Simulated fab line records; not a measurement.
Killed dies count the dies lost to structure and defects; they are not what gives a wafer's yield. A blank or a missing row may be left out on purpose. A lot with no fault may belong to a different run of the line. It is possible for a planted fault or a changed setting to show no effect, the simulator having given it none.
fab line records ; flow sky130
record lots=14; wafers=42; last_day=50
route steps=708 shown POLY_CUT@316 SD_P@331 SD_N@356
lots untouched by any fault: they come from a run of this same line in which no faults occurred
start_h: the number of hours between the record's first day and the start of the first shown wafer of the lot ; wait_h: hours elapsed since this lot's preceding step ; " as in the row above ; L1.1+2: a row that stands for several wafers ; - no value, or no start given ; * or withheld: withheld ; < > ~ a bound
route shown NAME@n: NAME is a module with steps in the file, n the number in the route of the first one ; usual: average and standard deviation across the fault-free wafers ; same: alike in all rows ; chamber/n: place in a boat ; sites: each site's reading ; _std_site: their standard deviation ; _edge_site: the outer-site mean with the inner-site mean subtracted ; radius_mm: how far each site lies from the wafer's centre ; mask NAME#n: copy n ; behind: the tool/chamber that last shaped the wafer ; hold: the reason the lot was held/the length of the hold in hours/how it ended ; device: whichever transistor did not switch (one of n, p or np) ; end of line: tests run on the same wafers once the route is complete ; a step with no rows: only its recipe ; killed: count of dies lost to structure and defects at first sort (not the wafer's yield) ; map: the dies of a wafer, with x for killed, . for not killed, _ for no die there
set.NAME: the setting the step ran with; set.NAME@STEP: the setting that earlier step ran with ; model.NAME: the simulator's own value behind a step, which no gauge read
a sample of lots followed through the steps of the route, with each step as a table and each wafer as a row
services: from which hour (start_h, from the record's first day; less than 0 if before it) a tool's chamber was out of use, for how many hours, and why
## steps
# step SKY_POLY_CUT_OVL_MEAS_09
# usual POLY_CUT_OVL=0/5.5
lot.wafer;tool;chamber;start_h;wait_h;POLY_CUT_OVL[nm]
L641.1;overlay-01;-;582.30;0.1;0
L641.5;overlay-01;-;582.30;0.1;-5
L641.6;overlay-01;-;582.30;0.1;-12
L640.2;overlay-01;-;585.15;0.1;0
L640.3;overlay-01;-;585.15;0.1;5
L640.4;overlay-01;-;585.15;0.1;0
L644.1;overlay-01;-;595.14;0.1;-3
L644.2;overlay-01;-;595.14;0.1;0
L644.3;overlay-01;-;595.14;0.1;-6
L647.1;overlay-01;-;620.95;0.1;6
L647.3;overlay-01;-;620.95;0.1;11
L647.6;overlay-01;-;620.95;0.1;6
L649.4;overlay-02;-;639.85;0.1;2
L649.5;overlay-02;-;639.85;0.1;-7
L649.6;overlay-02;-;639.85;0.1;-12
L650.3;overlay-01;-;649.65;0.1;-8
L650.4;overlay-01;-;649.65;0.1;-6
L650.5;overlay-01;-;649.65;0.1;2
L651.2;overlay-02;-;650.50;0.1;3
L651.4;overlay-02;-;650.50;0.1;-2
L651.6;overlay-02;-;650.50;0.1;15
L652.2;overlay-01;-;662.49;0.1;-6
L652.3;overlay-01;-;662.49;0.1;5
L652.6;overlay-01;-;662.49;0.1;-1
L653.2;overlay-01;-;675.30;0.1;-1
L653.3;overlay-01;-;675.30;0.1;4
L653.5;overlay-01;-;675.30;0.1;4
L655.1;overlay-01;-;687.89;0.1;-8
L655.3;overlay-01;-;687.89;0.1;1
L655.4;overlay-01;-;687.89;0.1;-10
L656.1;overlay-02;-;692.15;0.1;4
L656.2;overlay-02;-;692.15;0.1;3
L656.5;overlay-02;-;692.15;0.1;-2
L661.2;overlay-02;-;740.75;0.1;-13
L661.4;overlay-02;-;740.75;0.1;-12
L661.6;overlay-02;-;740.75;0.1;-9
L662.1;overlay-01;-;741.69;0.1;-6
L662.4;overlay-01;-;741.69;0.1;5
L662.5;overlay-01;-;741.69;0.1;-9
L663.1;overlay-01;-;750.88;0.1;11
L663.2;overlay-01;-;750.88;0.1;-3
L663.4;overlay-01;-;750.88;0.1;1
# step SKY_SD_P_TW_MEAS_11
# usual SD_P_TW=2821/25
lot.wafer;tool;chamber;start_h;wait_h;SD_P_TW
L641.1;film_metro-04;-;612.80;0.1;2800
L641.5;film_metro-04;-;612.80;0.1;2784
L641.6;film_metro-04;-;612.80;0.1;2801
L640.2;film_metro-03;-;614.60;0.1;2849
L640.3;film_metro-03;-;614.60;0.1;2834
L640.4;film_metro-03;-;614.60;0.1;2825
L644.1;film_metro-03;-;623.73;0.1;2814
L644.2;film_metro-03;-;623.73;0.1;2814
L644.3;film_metro-03;-;623.73;0.1;2831
L647.1;film_metro-03;-;649.83;0.1;2830
L647.3;film_metro-03;-;649.83;0.1;2861
L647.6;film_metro-03;-;649.83;0.1;2838
L649.4;film_metro-03;-;668.51;0.1;2853
L649.5;film_metro-03;-;668.51;0.1;2855
L649.6;film_metro-03;-;668.51;0.1;2852
L650.3;film_metro-03;-;678.95;0.1;2847
L650.4;film_metro-03;-;678.95;0.1;2851
L650.5;film_metro-03;-;678.95;0.1;2840
L651.2;film_metro-03;-;679.71;0.1;2834
L651.4;film_metro-03;-;679.71;0.1;2845
L651.6;film_metro-03;-;679.71;0.1;2832
L652.2;film_metro-03;-;692.09;0.1;2841
L652.3;film_metro-03;-;692.09;0.1;2821
L652.6;film_metro-03;-;692.09;0.1;2851
L653.2;film_metro-02;-;703.76;0.1;2810
L653.3;film_metro-02;-;703.76;0.1;2804
L653.5;film_metro-02;-;703.76;0.1;2798
L655.1;film_metro-02;-;716.38;0.1;2820
L655.3;film_metro-02;-;716.38;0.1;2829
L655.4;film_metro-02;-;716.38;0.1;2805
L656.1;film_metro-02;-;720.48;0.1;2827
L656.2;film_metro-02;-;720.48;0.1;2836
L656.5;film_metro-02;-;720.48;0.1;2825
L661.2;film_metro-04;-;767.99;0.1;2808
L661.4;film_metro-04;-;767.99;0.1;2769
L661.6;film_metro-04;-;767.99;0.1;2771
L662.1;film_metro-03;-;769.08;0.1;2879
L662.4;film_metro-03;-;769.08;0.1;2870
L662.5;film_metro-03;-;769.08;0.1;2876
L663.1;film_metro-03;-;777.75;0.1;2876
L663.2;film_metro-03;-;777.75;0.1;2869
L663.4;film_metro-03;-;777.75;0.1;2876
# step SKY_SD_N_RTA_14
# recipe temp_c=1075; time_s=2; idle_temp_c=650; ramp_up_c_per_s=150; ramp_down_c_per_s=90; ambient=N2
# usual chamber_o2_ppm=2.000/0.024; lamp_power_pct=15.74/0.054; ramp_up_c_per_s=150.00/0.029; wafer_temp_C_max=1078.1/1.4
lot.wafer;tool;chamber;start_h;wait_h;chamber_o2_ppm;lamp_power_pct;ramp_up_c_per_s;wafer_temp_C_max
L641.1;rtp_anneal-02;0;670.73;0.0;2.035;15.80;150.01;1079.0
L641.5;rtp_anneal-02;0;670.73;0.0;2.066;15.77;149.97;1077.7
L641.6;rtp_anneal-02;0;670.73;0.0;2.028;15.71;150.04;1081.7
L640.2;rtp_anneal-01;0;672.44;0.0;1.981;15.68;150.04;1078.8
L640.3;rtp_anneal-01;0;672.44;0.0;2.019;15.78;149.97;1078.8
L640.4;rtp_anneal-01;0;672.44;0.0;1.998;15.78;149.98;1077.9
L644.1;rtp_anneal-01;0;681.09;0.0;1.969;15.73;150.00;1078.8
L644.2;rtp_anneal-01;0;681.09;0.0;1.983;15.77;150.01;1078.1
L644.3;rtp_anneal-01;0;681.09;0.0;2.012;15.73;150.01;1078.4
L647.1;rtp_anneal-02;0;708.39;0.0;1.982;15.85;150.04;1076.2
L647.3;rtp_anneal-02;0;708.39;0.0;1.981;15.75;150.04;1082.1
L647.6;rtp_anneal-02;0;708.39;0.0;2.001;15.80;150.01;1077.8
L649.4;rtp_anneal-02;0;724.96;0.0;2.014;15.75;150.03;1077.1
L649.5;rtp_anneal-02;0;724.96;0.0;1.970;15.72;149.99;1076.8
L649.6;rtp_anneal-02;0;724.96;0.0;2.007;15.63;150.01;1079.5
L650.3;rtp_anneal-01;0;735.58;0.0;1.986;15.63;150.01;1079.5
L650.4;rtp_anneal-01;0;735.58;0.0;1.985;15.68;150.03;1076.9
L650.5;rtp_anneal-01;0;735.58;0.0;2.043;15.85;150.04;1079.5
L651.2;rtp_anneal-02;0;736.05;0.0;1.954;15.72;150.03;1076.2
L651.4;rtp_anneal-02;0;736.05;0.0;1.954;15.77;149.96;1078.7
L651.6;rtp_anneal-02;0;736.05;0.0;1.965;15.74;149.99;1075.1
L652.2;rtp_anneal-01;0;747.35;0.0;1.988;15.67;150.01;1077.7
L652.3;rtp_anneal-01;0;747.35;0.0;1.969;15.74;150.00;1076.2
L652.6;rtp_anneal-01;0;747.35;0.0;1.988;15.77;150.03;1078.6
L653.2;rtp_anneal-02;0;758.49;0.0;2.017;15.79;44.981;1080.5
L653.3;rtp_anneal-02;0;758.49;0.0;2.014;15.73;44.949;1076.8
L653.5;rtp_anneal-02;0;758.49;0.0;2.028;15.72;44.981;1077.7
L655.1;rtp_anneal-02;0;770.58;0.0;2.024;15.79;45.004;1078.9
L655.3;rtp_anneal-02;0;770.58;0.0;1.974;15.70;44.953;1077.9
L655.4;rtp_anneal-02;0;770.58;0.0;1.985;15.73;44.997;1078.7
L656.1;rtp_anneal-01;0;773.39;0.0;1.987;15.75;150.03;1078.6
L656.2;rtp_anneal-01;0;773.39;0.0;2.013;15.78;149.99;1078.2
L656.5;rtp_anneal-01;0;773.39;0.0;2.004;15.63;150.01;1082.3
L661.2;rtp_anneal-01;0;821.77;0.0;2.001;15.81;150.01;1080.8
L661.4;rtp_anneal-01;0;821.77;0.0;2.006;15.67;150.03;1076.9
L661.6;rtp_anneal-01;0;821.77;0.0;1.988;15.70;149.97;1076.4
L662.1;rtp_anneal-01;0;822.49;0.0;1.979;15.68;149.96;1076.0
L662.4;rtp_anneal-01;0;822.49;0.0;2.024;15.82;150.00;1076.3
L662.5;rtp_anneal-01;0;822.49;0.0;1.977;15.79;149.97;1075.1
L663.1;rtp_anneal-02;0;830.39;0.0;2.012;15.75;150.04;1077.1
L663.2;rtp_anneal-02;0;830.39;0.0;2.009;15.60;149.97;1077.8
L663.4;rtp_anneal-02;0;830.39;0.0;2.005;15.68;150.02;1079.0
# step SKY_SD_N_RS_MEAS_17
# recipe thk_meas_gauge=four-point-probe
# usual SD_P_RS=147.2/0.42
lot.wafer;tool;chamber;start_h;wait_h;SD_P_RS[ohm/sq]
L641.1;film_metro-04;-;671.02;0.1;147.0
L641.5;film_metro-04;-;671.02;0.1;147.2
L641.6;film_metro-04;-;671.02;0.1;146.8
L640.2;film_metro-03;-;672.75;0.1;146.9
L640.3;film_metro-03;-;672.75;0.1;147.0
L640.4;film_metro-03;-;672.75;0.1;146.9
L644.1;film_metro-02;-;681.38;0.1;146.6
L644.2;film_metro-02;-;681.38;0.1;146.6
L644.3;film_metro-02;-;681.38;0.1;146.6
L647.1;film_metro-02;-;708.68;0.1;146.5
L647.3;film_metro-02;-;708.68;0.1;147.1
L647.6;film_metro-02;-;708.68;0.1;146.6
L649.4;film_metro-03;-;725.28;0.1;147.8
L649.5;film_metro-03;-;725.28;0.1;147.5
L649.6;film_metro-03;-;725.28;0.1;147.4
L650.3;film_metro-03;-;735.89;0.1;147.5
L650.4;film_metro-03;-;735.89;0.1;147.7
L650.5;film_metro-03;-;735.89;0.1;147.3
L651.2;film_metro-02;-;736.36;0.1;147.1
L651.4;film_metro-02;-;736.36;0.1;146.8
L651.6;film_metro-02;-;736.36;0.1;146.9
L652.2;film_metro-04;-;747.65;0.1;147.8
L652.3;film_metro-04;-;747.65;0.1;147.6
L652.6;film_metro-04;-;747.65;0.1;147.0
L653.2;film_metro-03;-;758.80;0.1;147.1
L653.3;film_metro-03;-;758.80;0.1;147.4
L653.5;film_metro-03;-;758.80;0.1;147.7
L655.1;film_metro-03;-;770.88;0.1;147.1
L655.3;film_metro-03;-;770.88;0.1;147.5
L655.4;film_metro-03;-;770.88;0.1;147.3
L656.1;film_metro-02;-;773.68;0.1;147.7
L656.2;film_metro-02;-;773.68;0.1;147.7
L656.5;film_metro-02;-;773.68;0.1;147.4
L661.2;film_metro-04;-;822.08;0.1;147.3
L661.4;film_metro-04;-;822.08;0.1;147.8
L661.6;film_metro-04;-;822.08;0.1;147.0
L662.1;film_metro-04;-;822.78;0.1;147.2
L662.4;film_metro-04;-;822.78;0.1;147.3
L662.5;film_metro-04;-;822.78;0.1;147.3
L663.1;film_metro-04;-;830.68;0.1;146.7
L663.2;film_metro-04;-;830.68;0.1;146.7
L663.4;film_metro-04;-;830.68;0.1;146.8
## services
tool;chamber;start_h;hours;kind
rtp_anneal-02;-;795.06;3.6;pm
## key
first_sign step=SKY_SD_N_RTA_14; reading=ramp_up_c_per_s; direction=down; sigmas=99+; usual=150.00; struck=44.978
effect none on later readings
met_at SKY_SD_N_RTA_14
struck_lots L653,L655
tester_left_out L653,L655
not_acting_at SKY_POLY_CUT_OVL_MEAS_09,SKY_SD_P_TW_MEAS_11,SKY_SD_N_RS_MEAS_17
onset_between 736.05 758.49
fault kind=process_parameter_drift; tool=rtp_anneal-02; chamber=-; onset_h=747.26; steps=SKY_SD_N_RTA_14; channel=ramp_up_c_per_s; offset=-105; shape=step; end_h=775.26; acts_in=these_recipes_only; stated=150
# tester_left_out: of these lots the tester's yield and bins aren't shown, on N5 and GAA mostly nor the transistor test; their killed dies are dies lost to structure and defects alone, not to doping, threshold or leakage, so they don't give the yield
